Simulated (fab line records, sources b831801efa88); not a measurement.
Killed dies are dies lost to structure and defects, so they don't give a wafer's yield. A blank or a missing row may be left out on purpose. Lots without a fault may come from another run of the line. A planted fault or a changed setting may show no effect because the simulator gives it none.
Which tool did it? | flow gf180mcu | 7 lots, 21 wafers sampled, at 3 steps of a route of 602

WHAT THE GAUGES READ, wafer by wafer
GF_M1_RS_MEAS_05: measures by four-point-probe.
lot  | measured     | on            | M1_ALCU_RS (ohm/sq)
L944 | day 18 02:18 | film_metro-01 | 0.0702 0.0689 0.0687
L946 | day 18 23:37 | film_metro-03 | 0.0690 0.0704 0.0687
L948 | day 19 15:31 | film_metro-03 | 0.0688 0.0687 0.0673
L951 | day 20 16:55 | film_metro-03 | 0.0708 0.0700 0.0691
L954 | day 21 16:11 | film_metro-04 | 0.0701 0.0687 0.0691
L956 | day 22 08:29 | film_metro-04 | 7.0975 7.0747 7.0745
L961 | day 23 22:08 | film_metro-01 | 0.0704 0.0702 0.0716

WHICH TOOL RAN EACH LOT (tool, then ch and the chambers of the sampled wafers, then the start)
lot  | GF_CONTACT_CVD_02               | GF_M1_SPUTTER_02
L944 | pecvd-02 ch 0,1, day 17 00:43   | pvd_sputter-02, day 18 02:13
L946 | pecvd-01 ch 0,1,2, day 17 21:22 | pvd_sputter-02, day 18 23:31
L948 | pecvd-01 ch 0,1,2, day 18 12:35 | pvd_sputter-02, day 19 15:23
L951 | pecvd-01 ch 1,2, day 19 14:43   | pvd_sputter-01, day 20 16:49
L954 | pecvd-01 ch 0,1,2, day 20 15:09 | pvd_sputter-02, day 21 16:04
L956 | pecvd-01 ch 1,2, day 21 06:25   | pvd_sputter-02, day 22 08:22
L961 | pecvd-04 ch 0,1, day 22 21:52   | pvd_sputter-01, day 23 22:01
- GF_CONTACT_CVD_02: deposits SiO2 from TEOS, target thk 860 nm, time 95.992 s.
- GF_M1_SPUTTER_02: material AlCu, target thk 450 nm, time 23.9 s.

THE ANSWER, worked out from the rows above alone
Rule: what is usual is taken from the lots themselves. Put in order of their means at a reading, lots are off if they are a third of the lots or fewer, leave a main group of 4 or more, and stand apart from it by a gap of 3 or more times the standard deviation of the main group's means; of several such gaps the widest counts. A main group whose means are all the same, to the digits that the tables above print for the reading, isn't used. A lot without any number at a reading at which 4 lots or more have one is off too. The other lots that the step has rows for count as sound.
Off: L956, at GF_M1_RS_MEAS_05 (M1_ALCU_RS). The main group: mean 0.0695 ohm/sq, standard deviation 0.00075.
A tool fits if, at a process step before that reading, it ran every lot that is off, and no sound lot after the first of them. The gauges at GF_M1_RS_MEAS_05 are tried like those tools. Can't be told from this: 3 tools fit, pecvd-01 at GF_CONTACT_CVD_02, pvd_sputter-02 at GF_M1_SPUTTER_02, film_metro-04 at GF_M1_RS_MEAS_05.

WHAT THE SIMULATOR HAD PUT IN
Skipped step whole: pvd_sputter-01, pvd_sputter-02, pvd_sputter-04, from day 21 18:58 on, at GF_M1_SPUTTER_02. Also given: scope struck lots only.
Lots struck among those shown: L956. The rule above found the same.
